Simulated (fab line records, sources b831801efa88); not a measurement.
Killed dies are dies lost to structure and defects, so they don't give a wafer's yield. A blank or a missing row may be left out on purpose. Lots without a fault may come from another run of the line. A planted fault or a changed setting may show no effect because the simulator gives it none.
Which tool did it? | flow gf180mcu | 12 lots, 36 wafers sampled, at 4 steps of a route of 602

WHAT THE GAUGES READ, wafer by wafer
GF_PASSIVATION_BOW_MEAS_14. Usual: PASSIVATION_BOW 135 um, standard deviation 9.6.
lot  | measured     | on            | PASSIVATION_BOW (um) | flag
L978 | day 29 09:45 | film_metro-04 | 122 125 146          |
L979 | day 29 15:01 | film_metro-04 | 114 141 134          |
L980 | day 29 19:23 | film_metro-04 | 142 144 141          |
L981 | day 30 10:26 | film_metro-01 | 139 134 128          |
L983 | day 31 07:38 | film_metro-04 | 144 130 145          |
L984 | day 31 11:16 | film_metro-04 | 144 166 154          |
L986 | day 31 19:50 | film_metro-03 | 127 140 132          |
L988 | day 32 08:21 | film_metro-04 | 123 114 139          |
L989 | day 32 13:13 | film_metro-03 | 135 136 141          |
L992 | day 33 08:26 | film_metro-03 | 124 127 125          |
L993 | day 33 11:49 | film_metro-04 | 141 123 122          |
L994 | day 33 17:10 | film_metro-04 | 128 128 118          |

WHICH TOOL RAN EACH LOT (tool, then ch and the chambers of the sampled wafers, then the start)
lot  | GF_M4_STRIP_17                       | GF_V5_STRIP_18                       | GF_V5_CVD_23
L978 | plasma_asher-04 ch 0,1, day 23 19:50 | plasma_asher-01 ch 0,1, day 27 14:25 | cvd_w-02 ch 0,1, day 27 15:04
L979 | plasma_asher-03 ch 0,1, day 24 01:14 | plasma_asher-04 ch 0,1, day 27 20:04 | cvd_w-02 ch 0,1, day 27 20:44
L980 | plasma_asher-04 ch 0,1, day 24 06:23 | plasma_asher-01 ch 0,1, day 27 23:12 | cvd_w-02 ch 0,1, day 27 23:50
L981 | plasma_asher-03 ch 0, day 24 22:38   | plasma_asher-03 ch 0,1, day 28 14:51 | cvd_w-01 ch 0,1, day 28 15:35
L983 | plasma_asher-03 ch 0,1, day 26 00:56 | plasma_asher-04 ch 1, day 29 14:25   | cvd_w-02 ch 0,1, day 29 15:05
L984 | plasma_asher-01 ch 0,1, day 26 05:13 | plasma_asher-04 ch 0,1, day 29 18:30 | cvd_w-02 ch 0,1, day 29 19:10
L986 | plasma_asher-03 ch 0,1, day 26 14:05 | plasma_asher-01 ch 0,1, day 30 02:46 | cvd_w-01 ch 0,1, day 30 03:26
L988 | plasma_asher-04 ch 0,1, day 27 06:04 | plasma_asher-04 ch 0,1, day 30 16:28 | cvd_w-01 ch 0,1, day 30 17:07
L989 | plasma_asher-04 ch 0,1, day 27 10:37 | plasma_asher-03 ch 0,1, day 30 21:40 | cvd_w-02 ch 0,1, day 30 22:20
L992 | plasma_asher-04 ch 0,1, day 28 08:43 | plasma_asher-04 ch 0,1, day 31 17:59 | cvd_w-01 ch 0,1, day 31 18:37
L993 | plasma_asher-04 ch 0,1, day 28 16:25 | plasma_asher-04 ch 0,1, day 31 22:09 | cvd_w-01 ch 0,1, day 31 22:47
L994 | plasma_asher-04 ch 0,1, day 28 22:11 | plasma_asher-03 ch 0,1, day 32 04:19 | cvd_w-02 ch 0,1, day 32 04:57
- GF_M4_STRIP_17: strips in O2/N2.
- GF_V5_STRIP_18: strips in O2/N2.
- GF_V5_CVD_23: deposits W, target thk 350 nm, time 104.9 s.

WHAT THE TOOLS THEMSELVES READ (means of the sampled wafers that have a number; where no wafer has one, the mark that the record gives instead)
GF_M4_STRIP_17. Usual: drypump_motor_current_A 5.64 A, standard deviation 0.28; heater_power_w 350 W, standard deviation 31; oes_product_au 0.537 a.u., standard deviation 0.0047; platen_temp_c 250.00 C, standard deviation 0.16; strip_time_to_endpoint_s 7.36 s, standard deviation 0.053.
lot  | tool            | drypump_motor_current_A (A) | heater_power_w (W) | oes_product_au (a.u.) | platen_temp_c (C) | strip_time_to_endpoint_s (s) | flag
L978 | plasma_asher-04 | 5.38                        | 340                | 0.544                 | 249.95            | 7.45                         |
L979 | plasma_asher-03 | 5.66                        | 371                | 0.532                 | 250.14            | 7.37                         |
L980 | plasma_asher-04 | 5.55                        | 350                | 0.538                 | 250.04            | 7.33                         |
L981 | plasma_asher-03 | 5.69                        | 380                | 0.537                 | 250.08            | 7.29                         |
L983 | plasma_asher-03 | 5.66                        | 365                | 0.539                 | 250.06            | 7.42                         |
L984 | plasma_asher-01 | 5.77                        | 300                | 0.533                 | 249.83            | 7.35                         |
L986 | plasma_asher-03 | 5.69                        | 379                | 0.538                 | 249.86            | 7.36                         |
L988 | plasma_asher-04 | 5.38                        | 336                | 0.535                 | 250.07            | 7.35                         |
L989 | plasma_asher-04 | 5.38                        | 340                | 0.537                 | 250.22            | 7.39                         |
L992 | plasma_asher-04 | 5.37                        | 333                | 0.537                 | 249.86            | 7.36                         |
L993 | plasma_asher-04 | 5.56                        | 346                | 0.537                 | 250.06            | 7.36                         |
L994 | plasma_asher-04 | 5.38                        | 340                | 0.536                 | 250.11            | 7.29                         |

GF_V5_STRIP_18. Usual: drypump_motor_current_A 5.63 A, standard deviation 0.29; heater_power_w 349 W, standard deviation 29; oes_product_au 0.568 a.u., standard deviation 0.0049; platen_temp_c 250.01 C, standard deviation 0.18.
lot  | tool            | drypump_motor_current_A (A) | heater_power_w (W) | oes_product_au (a.u.) | platen_temp_c (C) | flag
L978 | plasma_asher-01 | 6.02                        | 329                | 0.570                 | 250.11            |
L979 | plasma_asher-04 | 5.56                        | 352                | 0.569                 | 250.03            |
L980 | plasma_asher-01 | 6.01                        | 325                | 0.573                 | 250.17            |
L981 | plasma_asher-03 | 5.67                        | 377                | 0.567                 | 250.25            |
L983 | plasma_asher-04 | 5.20                        | 327                | 0.567                 | 249.93            |
L984 | plasma_asher-04 | 5.55                        | 344                | 0.566                 | 250.17            |
L986 | plasma_asher-01 | 6.02                        | 334                | 0.566                 | 249.91            |
L988 | plasma_asher-04 | 5.38                        | 335                | 0.567                 | 249.92            |
L989 | plasma_asher-03 | 5.67                        | 380                | 0.572                 | 249.85            |
L992 | plasma_asher-04 | 5.54                        | 345                | 0.571                 | 249.95            |
L993 | plasma_asher-04 | 5.54                        | 349                | 0.575                 | 250.29            |
L994 | plasma_asher-03 | 5.68                        | 362                | 0.567                 | 250.07            |

GF_V5_CVD_23. Usual: heater_power_w 823 W, standard deviation 81.
lot  | tool     | heater_power_w (W) | flag
L978 | cvd_w-02 | 729                |
L979 | cvd_w-02 | 717                |
L980 | cvd_w-02 | 739                |
L981 | cvd_w-01 | 886                |
L983 | cvd_w-02 | 731                |
L984 | cvd_w-02 | 736                |
L986 | cvd_w-01 | 901                |
L988 | cvd_w-01 | 906                |
L989 | cvd_w-02 | 733                |
L992 | cvd_w-01 | 906                |
L993 | cvd_w-01 | 893                |
L994 | cvd_w-02 | 750                |

THE ANSWER, worked out from the rows above alone
Rule: a lot is off if the mean of its wafers that have a number lies more than 3 standard deviations from the usual mean. A lot without any number at a reading at which 4 lots or more have one is off too. The other lots that the step has rows for count as sound. The gauges are gone through in route order, then the tools' own readings, and for those a lot's mean is taken as printed above. The first step at which some lot is off is used, and at that step the reading that is off furthest; a lot without a number counts as furthest.
No lot is off at any reading shown: from this, nothing can be told.

WHAT THE SIMULATOR HAD PUT IN
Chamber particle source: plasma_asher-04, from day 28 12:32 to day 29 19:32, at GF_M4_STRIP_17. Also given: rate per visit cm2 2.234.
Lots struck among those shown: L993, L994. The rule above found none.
